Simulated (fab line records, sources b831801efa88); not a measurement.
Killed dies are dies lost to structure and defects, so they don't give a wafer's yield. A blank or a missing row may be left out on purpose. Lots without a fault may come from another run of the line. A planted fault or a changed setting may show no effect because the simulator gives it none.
A struck lot beside a sound one | flow sky130 | 17 steps out of a route of 708
Sound: wafers L334.2, L334.5, L334.6. Struck: wafers L348.3, L348.4, L348.6. The cause comes at the end.
At each step with rows: each side's tool, then ch and its chambers, then its first start. Under that, the readings that differ: sound wafers | struck wafers | difference of the means | sigmas: that difference in standard deviations of wafers without a fault.
alike: readings whose means differ by less than 2 such deviations, and words and numbers that are the same on both sides. not compared: withheld readings, readings that some wafer has no value for, bounds like >300 that may hide the same value, and numbers for which the record gives no deviation and whose values overlap.
The two part at a step that has a row with sigmas, a row that says differs or no value, or rows on one side only. Numbers that don't overlap but have no deviation are shown without sigmas and don't part them. A reading that every wafer of one side lacks parts them only if that side has two wafers or more.

first, 5 steps without rows for these wafers: SKY_SD_N_COAT_02 (resist thk 1140 nm); SKY_SD_N_SOFTBAKE_03 (time 60 s); SKY_SD_N_EXPOSE_04 (exposes mask NSDM, target cd 380 nm); SKY_SD_N_PEB_05; SKY_SD_N_DEVELOP_06 (develop time 60 s).
SKY_SD_N_CD_MEAS_07: target cd 380 nm.
  sound on cd_sem-02, day 30 01:07; struck on cd_sem-02, day 33 22:22
  alike: cd_nm
SKY_SD_N_OVL_MEAS_08:
  sound on overlay-02, day 30 01:14; struck on overlay-02, day 33 22:28
  alike: SD_N_OVL
then, 2 steps without rows for these wafers: SKY_SD_N_IMPLANT_09; SKY_SD_N_IMPLANT_10.
SKY_SD_N_STRIP_11: strips in O2/N2.
  sound on plasma_asher-01 ch 0,1, day 30 01:34; struck on plasma_asher-01 ch 0,1, day 33 22:49
  alike: drypump_motor_current_A, oes_product_au, strip_time_to_endpoint_s
  not compared: rf_hours_counter_h
SKY_SD_N_TW_MEAS_12:
  sound on film_metro-01, day 30 01:40; struck on film_metro-04, day 33 22:55
  alike: SD_N_TW
then, 1 step without rows for these wafers: SKY_SD_N_CLEAN_13 (cleans in SC1/SC2, time 150 s).
SKY_SD_N_RTA_14: time 2 s.
  sound on rtp_anneal-02 ch 0, day 30 01:50; struck on rtp_anneal-01 ch 0, day 33 23:01
  alike: lamp_power_pct, wafer_temp_C_max
SKY_SD_N_RS_MEAS_16: measures by four-point-probe.
  sound on film_metro-01, day 30 02:01; struck on film_metro-02, day 33 23:13
  reading          | sound             | struck            | difference | sigmas
  SD_N_RS (ohm/sq) | 68.41 68.48 68.34 | 71.01 71.08 71.01 | +2.62      | +19
SKY_SD_N_RS_MEAS_17: measures by four-point-probe.
  sound on film_metro-01, day 30 02:08; struck on film_metro-02, day 33 23:20
  reading          | sound             | struck            | difference | sigmas
  SD_P_RS (ohm/sq) | 146.8 147.0 146.9 | 162.0 162.0 161.6 | +15.0      | +35
SKY_SD_N_RS_MEAS_18: measures by four-point-probe.
  sound on film_metro-01, day 30 02:15; struck on film_metro-02, day 33 23:27
  alike: RES_XHIGH_RS
-- the record jumps here: 16 days lie between the struck wafers' starts before and after (it left off in module SD_N and takes up again in module PAD_OPEN, whose first step shown is number 708 of the route) --
SKY_PAD_OPEN_PROBE_99:
  sound on prober-02, day 47 08:05; struck on prober-01, day 50 00:07
  reading                                            | sound             | struck            | difference | sigmas
  model.etest.res_xhigh_po.line_ohm_um               | 5551 5513 5775    | 6624 6778 6718    | +1094      |
  model.etest.res_xhigh_po.rs_ohm_sq_range           | 131.1 154.4 143.1 | 642.5 666.3 681.3 | +520.5     |
  model.etest.res_xhigh_po.rs_ohm_sq_rim_less_centre | 124 135.1 123.6   | 631.1 654.8 669.6 | +524.3     |
  model.etest.res_xhigh_po.rs_ohm_sq                 | 1929 1924 2020    | 2294 2393 2348    | +387       |
  model.etest.pfet_01v8.r_on_ohm_um                  | 2906 2950 2912    | 3103 3073 3048    | +152       |
  model.etest.res_pdiff.line_ohm_um                  | 1362 1389 1396    | 1517 1536 1528    | +145       |
  model.etest.tip_p.rs_ohm_sq_rim_less_centre        | 13.93 39.37 8.166 | 275.3 160.1 279.9 | +217.9     |
  alike: killed_at_M0_to_M3, killed_at_M4_up, killed_at_contacts, killed_at_front_end, killed_at_other, killed_dies, killed_open, killed_short
  not compared: model.etest.tip_p.rs_ohm_sq

WHERE THEY PART
First at SKY_SD_N_RS_MEAS_16; last, within this record, at SKY_SD_N_RS_MEAS_17. Later steps at which nothing parts them and some readings are alike: SKY_SD_N_RS_MEAS_18, SKY_PAD_OPEN_PROBE_99.

WHY: what the simulator had put in
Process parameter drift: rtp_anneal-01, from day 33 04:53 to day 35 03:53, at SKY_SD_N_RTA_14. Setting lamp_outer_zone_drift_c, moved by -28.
